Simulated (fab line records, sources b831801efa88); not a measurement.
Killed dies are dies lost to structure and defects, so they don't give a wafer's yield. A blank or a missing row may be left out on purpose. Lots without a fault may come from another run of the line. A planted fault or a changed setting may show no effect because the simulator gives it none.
Chamber matching | flow gf180mcu | GF_V5_CMP_04 on cmp-02: 4 sister chambers
The step polishes SiO2. 4 wafers are shown with their chamber, then 11 later ones without.

WAFERS WITH THEIR CHAMBER
wafer  | chamber | motor_current_A (A)
L377.5 | 1       | 12.0
L383.4 | 2       | 12.9
L384.4 | 3       | 10.7
L385.3 | 0       | 10.5

WAFERS WITHOUT THEIR CHAMBER
wafer  | motor_current_A (A)
L385.4 | 12.5
L385.5 | 11.9
L386.3 | 10.6
L386.5 | 11.6
L386.6 | 10.8
L387.3 | 11.2
L387.5 | 11.3
L387.6 | 10.4
L389.1 | 11.3
L389.2 | 10.2
L389.6 | 10.5

WHICH CHAMBER EACH WENT THROUGH
wafer  | from the rows above          | in truth
L385.4 | can't be placed: 2 or 1      | 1
L385.5 | 1                            | 1
L386.3 | can't be placed: 0 or 3      | 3
L386.5 | can't be placed: 1 or 3 or 0 | 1
L386.6 | can't be placed: 3 or 0      | 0
L387.3 | can't be placed: 3 or 0 or 1 | 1
L387.5 | can't be placed: 3 or 1 or 0 | 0
L387.6 | can't be placed: 0 or 3      | 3
L389.1 | can't be placed: 3 or 1 or 0 | 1
L389.2 | can't be placed: 0 or 3      | 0
L389.6 | can't be placed: 0 or 3      | 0
Placed correctly: 1 of 11. Can't be placed from these rows: 10 (the true chamber is among the candidates in 10). Placed wrongly: 0.
How it was worked out, from the rows above alone: a wafer's distance from a chamber is the root of the sum, over the readings, of the square of ((its reading less the chamber's mean) divided by the reading's scatter). The wafer belongs to the nearest chamber; if the next one is less than 2 further off, it can't be placed. A chamber's mean is the mean of its shown wafers. The scatter: with one shown wafer a chamber, the root of the mean of the squares of how far each hidden wafer lies from its nearest shown one.
